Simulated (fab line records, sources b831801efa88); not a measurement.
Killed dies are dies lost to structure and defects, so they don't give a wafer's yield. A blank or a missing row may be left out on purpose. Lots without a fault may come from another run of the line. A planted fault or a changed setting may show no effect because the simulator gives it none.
Problem report in the 8D (eight disciplines) form, filled by code | flow sky130 | the parts of the form that need people (team, actions taken, sign-off) are left out

1. THE PROBLEM
spike_tc_centre_C at SKY_GATE_OXIDE_OXIDATION_01 reads a mean of 920.9 C on 6 wafers of 2 lots; wafers without a fault read 899.9 C with a standard deviation of 0.98. That is +21 standard deviations from the usual mean.
The step: stabilise 600 s, purge 300 s, target thk 10.268 nm.
First seen on wafer L710.2, day 16 12:14, on furnace-01. The record holds 30 wafers of 10 lots with a number at this step. Rule for "out", or "out of limits": more than 4 standard deviations from the usual mean. The other wafers with a number count as sound.

2. WHAT IT IS AND WHAT IT IS NOT
question                    | is                                      | is not
which readings at this step | spike_tc_centre_C, zone_power_upper_pct | -
which lots                  | L710, L712                              | L699, L700, L701, L702, L703, L720, L721, L722
which wafers of those lots  | all that have a number                  | -
read on which tools         | furnace-01                              | furnace-02
when                        | from day 16 12:14                       | up to then (15 sound wafers); but 9 sound wafers of L720, L721, L722 came after

3. SUSPECTS, AND WHAT RULES EACH OUT
Counting: a tool at a process step up to the reading stays a suspect if it ran every lot that is out and no sound lot after the first of them.
- furnace-01 at SKY_GATE_OXIDE_OXIDATION_01 (stabilise 600 s, purge 300 s, target thk 10.268 nm): ruled out as a lasting fault. Sound lots L720, L721 ran on it after its first lot that is out, L710 (day 16 12:14).
Left after counting: nothing in the record.

4. THE CAUSE (what the simulator had put in)
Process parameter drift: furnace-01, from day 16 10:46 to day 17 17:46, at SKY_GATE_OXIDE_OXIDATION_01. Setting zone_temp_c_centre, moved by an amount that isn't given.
Counting ruled it out, wrongly.

5. THE CHAIN OF EFFECTS, in route order
Each row: a reading whose mean over the struck wafers that have a number lies more than 3 standard deviations from the usual. Only readings for which the record gives a usual standard deviation are gone through. hours: the time from each lot's start at the first step in this table that gives one to its start at this step, as a median over the lots. sigmas: the change in usual standard deviations.
hours | step                        | reading               | usual   | on struck wafers | change | sigmas
0     | SKY_GATE_OXIDE_OXIDATION_01 | spike_tc_centre_C     | 899.9 C | 920.9            | +21.0  | +21
0     | SKY_GATE_OXIDE_OXIDATION_01 | zone_power_centre_pct | 17.9 %  | 23.3             | +5.4   | +3.2
0     | SKY_GATE_OXIDE_OXIDATION_01 | zone_power_lower_pct  | 18.4 %  | 13.6             | -4.8   | -3.2
0     | SKY_GATE_OXIDE_OXIDATION_01 | zone_power_upper_pct  | 18.7 %  | 14.8             | -3.9   | -12
The process steps in it:
- SKY_GATE_OXIDE_OXIDATION_01: stabilise 600 s, purge 300 s, target thk 10.268 nm.
Later measuring or inspecting steps at which every struck wafer that the step has a row for has a number for every such reading, and none has moved that far: SKY_RES_PROTECT_TW_MEAS_08.

6. WHAT WOULD HAVE CAUGHT IT SOONER
In this record the first reading out of limits was taken at day 16 12:14, 1 hour after the fault began at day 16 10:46.
